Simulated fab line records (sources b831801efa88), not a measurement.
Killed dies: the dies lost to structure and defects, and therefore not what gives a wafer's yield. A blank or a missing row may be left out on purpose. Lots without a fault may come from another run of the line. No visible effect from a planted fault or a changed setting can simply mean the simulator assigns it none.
fab line records -- flow sky130
record: lots: 14, wafers: 42, lastDay: 50
route steps=708 shown CONTACT@422 PAD_OPEN@708
lots that met no fault: from a run of the same line without faults
startH: hours from the record's first day to the start of the lot's first wafer shown -- waitH: time in hours since the lot's previous step -- " as in the row above -- L1.1+2: several wafers, shown together as one row -- - no value, or no start given -- * or withheld: withheld -- < > ~ a bound
route shown NAME@n: NAME is a module with steps in the file, n the number in the route of the first one -- usual: mean/standard deviation of fault-free wafers -- same: alike in all rows -- chamber/n: place in a boat -- sites: the reading at each site -- _std_site: the standard deviation of these -- _edge_site: the outer-site mean with the inner-site mean subtracted -- radiusMm: for every site, how far away it sits from the centre of the wafer -- mask NAME#n: copy n -- behind: the last tool/chamber to shape the wafer -- hold: reason for holding the lot/hours on hold/outcome of the hold -- device: the transistor (n, p or np) that didn't switch -- end of line: the tests these same wafers got at the end of their route -- where a step has no rows: the recipe by itself -- killed: not the wafer's yield, but the dies lost to structure and defects at the first sort -- map: a wafer's dies, marking killed ones x, the rest . and places with no die _
set.NAME: setting as actually run; set.NAME@STEP: the setting as run at that earlier step -- model.NAME: the simulator's own value behind a step, which no gauge read
the route's steps for a sample of lots (tables are steps, rows are wafers)
services: a tool's chamber out of use, with start hour (startH, from the record's first day; less than 0 if before it), hours out, and reason
== steps ==
step: SKY_CONTACT_ETCH_16
recipe: chemistry: N2/H2, target: BARC, ionEnergyEv: 200, sourceW: 500, biasW: 100, pressureMtorr: 30, n2FlowSccm: 100, h2FlowSccm: 200, stopOn: SiO2, timeS: 45.9, targetDepthA: 600
usual: drypumpMotorCurrentA: 5.6/0.49, h2FlowSccm: 200.0/0.6, oesProductAu: 0.854/0.0047, throttleValvePct: 13.223/0.0077
lot.wafer,tool,chamber,startH,waitH,drypumpMotorCurrentA,h2FlowSccm,oesProductAu,rfHoursCounterH,throttleValvePct
L845.3,rieDiel-03,2,735.08,0.0,5.2,200.5,0.853,6,13.222
L845.5,rieDiel-03,2,735.08,0.0,5.3,200.4,0.858,-,13.232
L845.6,rieDiel-03,3,735.08,0.0,5.5,199.6,0.854,-,13.221
L846.1,rieDiel-04,2,751.88,0.0,5.7,200.7,0.853,17,13.220
L846.2,rieDiel-04,3,751.88,0.0,6.3,200.4,0.855,11,13.220
L846.4,rieDiel-04,2,751.88,0.0,5.8,200.1,0.858,-,13.225
L849.2,rieDiel-01,3,776.93,0.0,5.8,200.6,0.857,37,13.229
L849.3,rieDiel-01,2,776.93,0.0,5.2,199.0,0.856,14,13.223
L849.5,rieDiel-01,3,776.93,0.0,5.8,200.8,0.848,-,13.209
L850.2,rieDiel-03,3,783.93,0.0,5.5,201.2,0.860,15,13.233
L850.5,rieDiel-03,3,783.93,0.0,5.5,199.2,0.853,-,13.219
L850.6,rieDiel-03,0,783.93,0.0,4.6,199.7,0.857,-,13.214
L852.3,rieDiel-01,0,789.73,0.0,5.5,199.9,0.856,10,13.222
L852.4,rieDiel-01,1,789.73,0.0,5.7,201.1,0.862,5,13.223
L852.6,rieDiel-01,0,789.73,0.0,5.5,200.0,0.846,-,13.215
L851.2,rieDiel-04,2,789.80,0.0,5.7,200.0,0.846,19,13.215
L851.3,rieDiel-04,0,789.80,0.0,6.4,199.8,0.853,11,13.220
L851.5,rieDiel-04,0,789.80,0.0,6.4,200.1,0.859,-,13.226
L853.4,rieDiel-01,1,803.82,0.0,5.7,201.4,0.850,-,13.224
L853.5,rieDiel-01,0,803.82,0.0,5.5,199.7,0.860,-,13.234
L853.6,rieDiel-01,2,803.82,0.0,5.2,200.0,0.859,-,13.230
L855.1,rieDiel-03,2,823.85,0.0,5.3,200.1,0.847,9,13.227
L855.3,rieDiel-03,0,823.85,0.0,4.7,200.5,0.851,12,13.236
L855.6,rieDiel-03,1,823.85,0.0,6.0,199.9,0.852,-,13.228
L856.3,rieDiel-03,3,853.75,0.0,5.6,198.9,0.856,17,13.205
L856.4,rieDiel-03,0,853.75,0.0,4.7,199.2,0.856,13,13.224
L856.5,rieDiel-03,1,853.75,0.0,6.0,200.4,0.855,-,13.223
L861.1,rieDiel-01,0,859.40,0.0,5.5,200.3,0.852,12,13.227
L861.3,rieDiel-01,2,859.40,0.0,5.2,199.9,0.850,17,13.223
L861.5,rieDiel-01,1,859.40,0.0,5.6,199.0,0.859,-,13.223
L860.2,rieDiel-01,2,865.00,0.0,5.2,200.3,0.855,17,13.217
L860.5,rieDiel-01,1,865.00,0.0,5.6,199.7,0.858,-,13.225
L860.6,rieDiel-01,0,865.00,0.0,5.5,200.0,0.854,-,13.221
L864.1,rieDiel-03,0,879.85,0.0,4.7,199.3,0.853,13,13.230
L864.5,rieDiel-03,0,879.85,0.0,4.6,199.7,0.849,-,13.237
L864.6,rieDiel-03,1,879.85,0.0,6.0,198.6,0.858,-,13.231
L866.1,rieDiel-04,3,894.23,0.0,6.3,199.3,0.863,17,13.219
L866.4,rieDiel-04,1,894.23,0.0,4.8,200.1,0.862,-,13.216
L866.6,rieDiel-04,1,894.23,0.0,4.8,199.4,0.852,-,13.222
L867.2,rieDiel-03,0,905.53,0.0,4.6,199.7,0.853,14,13.224
L867.4,rieDiel-03,2,905.53,0.0,5.3,200.1,0.859,11,13.221
L867.5,rieDiel-03,0,905.53,0.0,4.7,199.1,0.858,-,13.236
step: SKY_CONTACT_STRIP_19
recipe: chemistry: O2/N2, powerW: 1400, pressureMtorr: 1500, platenTempC: withheld, o2FlowSccm: 3000, n2FlowSccm: 300, overashFraction: 0.5
usual: drypumpMotorCurrentA: 5.6/0.36, oesProductAu: 0.381/0.0054, stripTimeToEndpointS: 3.62/0.039
lot.wafer,tool,chamber,startH,waitH,drypumpMotorCurrentA,oesProductAu,rfHoursCounterH,stripTimeToEndpointS
L845.3,plasmaAsher-03,0,735.25,-,4.9,0.381,-,3.64
L845.5,plasmaAsher-03,0,735.25,-,4.9,0.380,-,3.64
L845.6,plasmaAsher-03,1,735.25,-,5.2,0.378,-,3.60
L846.1,plasmaAsher-01,1,752.02,-,6.0,0.387,32,3.59
L846.2,plasmaAsher-01,0,752.02,-,5.9,0.385,32,3.61
L846.4,plasmaAsher-01,0,752.02,-,5.9,0.384,-,3.60
L849.2,plasmaAsher-02,0,777.07,-,5.8,0.391,4,3.66
L849.3,plasmaAsher-02,1,777.07,-,5.6,0.376,-,3.62
L849.5,plasmaAsher-02,1,777.07,-,5.5,0.380,-,3.66
L850.2,plasmaAsher-02,0,784.07,-,5.8,0.382,5,3.66
L850.5,plasmaAsher-02,0,784.07,-,5.8,0.385,-,3.63
L850.6,plasmaAsher-02,1,784.07,-,5.5,0.384,-,3.67
L852.3,plasmaAsher-03,0,789.90,-,4.9,0.388,-,3.66
L852.4,plasmaAsher-03,1,789.90,-,5.2,0.384,-,3.65
L852.6,plasmaAsher-03,0,789.90,-,4.9,0.396,-,3.70
L851.2,plasmaAsher-01,1,789.93,-,6.0,0.392,35,3.58
L851.3,plasmaAsher-01,0,789.93,-,6.0,0.375,-,3.64
L851.5,plasmaAsher-01,0,789.93,-,5.9,0.381,-,3.61
L853.4,plasmaAsher-02,0,803.96,-,5.8,0.376,-,3.68
L853.5,plasmaAsher-02,0,803.96,-,5.8,0.396,-,3.69
L853.6,plasmaAsher-02,1,803.96,-,5.5,0.379,-,3.62
L855.1,plasmaAsher-02,0,823.98,-,5.8,0.385,8,3.65
L855.3,plasmaAsher-02,0,823.98,-,5.8,0.377,-,3.64
L855.6,plasmaAsher-02,0,823.98,-,5.8,0.366,-,3.60
L856.3,plasmaAsher-03,0,853.91,-,4.9,0.381,-,3.59
L856.4,plasmaAsher-03,1,853.91,-,5.2,0.387,-,3.64
L856.5,plasmaAsher-03,0,853.91,-,4.9,0.376,-,3.58
L861.1,plasmaAsher-02,1,859.54,-,5.5,0.376,13,3.39
L861.3,plasmaAsher-02,1,859.54,-,5.5,0.358,-,3.30
L861.5,plasmaAsher-02,1,859.54,-,5.5,0.366,-,3.36
L860.2,plasmaAsher-02,0,865.14,-,5.8,0.365,13,3.26
L860.5,plasmaAsher-02,1,865.14,-,5.5,0.370,-,3.37
L860.6,plasmaAsher-02,0,865.14,-,5.8,0.371,-,3.37
L864.1,plasmaAsher-02,0,879.99,-,5.8,0.378,14,3.64
L864.5,plasmaAsher-02,0,879.99,-,5.8,0.382,-,3.65
L864.6,plasmaAsher-02,1,879.99,-,5.5,0.385,-,3.59
L866.1,plasmaAsher-01,0,894.43,-,5.9,0.382,46,3.55
L866.4,plasmaAsher-01,0,894.43,-,5.9,0.382,-,3.60
L866.6,plasmaAsher-01,1,894.43,-,6.0,0.385,-,3.59
L867.2,plasmaAsher-03,1,905.67,-,5.3,0.380,107,3.62
L867.4,plasmaAsher-03,1,905.67,-,5.2,0.375,-,3.64
L867.5,plasmaAsher-03,1,905.67,-,5.2,0.383,-,3.62
step: SKY_PAD_OPEN_PROBE_99
usual: killed_at_M0_to_M3: 43/7.3, killed_at_M4_up: 3.6/1.9, killedAtContacts: 23/5.3, killedAtFrontEnd: 15/4.5, killedAtOther: 0.3/0.72, killedDies: 85/9.4, killedOpen: 46/6.7, killedShort: 38/6.8
same: grossDies: 492, killedAtBackSide: 0
lot.wafer,tool,chamber,startH,waitH,killed_at_M0_to_M3,killed_at_M4_up,killedAtContacts,killedAtFrontEnd,killedAtOther,killedDies,killedOpen,killedShort
L861.1,prober-01,-,1169.47,0.1,35,5,19,20,0,79,45,33
L861.3,prober-01,-,1169.57,0.2,27,4,23,13,0,67,38,29
L860.5,prober-02,-,1171.01,0.2,33,3,24,14,1,75,43,32
killed by level:class
L861.1 VIA1:geometricParticle:open=10 LI_CONTACT:geometricParticle:open=8 FIELD_ISO:geometricParticle:short=5 POLY_GATE:geometricParticle:open=5 POLY_GATE:geometricParticle:short=4 VIA3:geometricParticle:open=4 VIA2:geometricParticle:open=4 CONTACT:geometricParticle:open=4
L861.3 VIA2:geometricParticle:open=10 CONTACT:geometricParticle:open=9 LI_CONTACT:geometricParticle:open=5 FIELD_ISO:geometricParticle:short=4 CONTACT:geometricParticle:short=4 VIA1:geometricParticle:open=4 METAL1:geometricParticle:short=3 METAL2:geometricParticle:short=3
L860.5 LOCAL_INTERCONNECT:geometricParticle:short=8 VIA2:geometricParticle:open=8 VIA3:geometricParticle:open=8 LI_CONTACT:geometricParticle:open=7 CONTACT:geometricParticle:open=6 VIA1:geometricParticle:open=5 POLY_GATE:geometricParticle:short=4 POLY_GATE:geometricParticle:open=4
== services ==
tool,chamber,startH,hours,kind
rieDiel-01,-,729.06,0.5,repair
plasmaAsher-02,-,733.75,9.0,pm
plasmaAsher-02,0,733.75,9.0,ventCycle
plasmaAsher-02,1,733.75,9.0,ventCycle
rieDiel-03,3,738.73,1.4,repair
rieDiel-03,0,741.85,9.8,repair
plasmaAsher-02,0,742.75,-,clean
plasmaAsher-02,1,742.75,-,clean
rieDiel-04,1,743.58,35.4,repair
rieDiel-04,-,743.75,0.3,repair
plasmaAsher-01,-,764.51,10.8,repair
rieDiel-04,-,768.31,0.5,repair
rieDiel-04,2,798.92,8.9,repair
rieDiel-01,3,799.16,-,clean
rieDiel-01,3,799.16,21.5,scheduledDown
rieDiel-01,3,799.16,21.5,ventCycle
rieDiel-01,1,807.91,1.2,repair
plasmaAsher-01,-,810.79,1.6,repair
plasmaAsher-03,-,833.03,3.5,repair
rieDiel-04,1,843.26,50.2,repair
rieDiel-03,0,863.99,7.5,repair
rieDiel-04,0,877.94,16.6,repair
rieDiel-03,2,878.40,2.6,repair
rieDiel-04,2,890.18,4.5,repair
== key ==
firstSign: step: SKY_CONTACT_STRIP_19, reading: stripTimeToEndpointS, direction: down, sigmas: 7.3, usual: *, struck: *
effect none on later readings
metAt SKY_CONTACT_ETCH_16
struckLots L860,L861
testerLeftOut L860,L861
onsetBetween 803.82 859.40
fault: kind: processParameterDrift, tool: rieDiel-01, chamber: -, onsetH: 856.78, steps: SKY_CONTACT_ETCH_16, channel: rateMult, offset: 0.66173, shape: step, endH: 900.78
testerLeftOut: of these lots the tester's yield and bins aren't shown, on N5 and GAA mostly nor the transistor test; their killed dies are dies lost to structure and defects alone, not to doping, threshold or leakage, so they don't give the yield
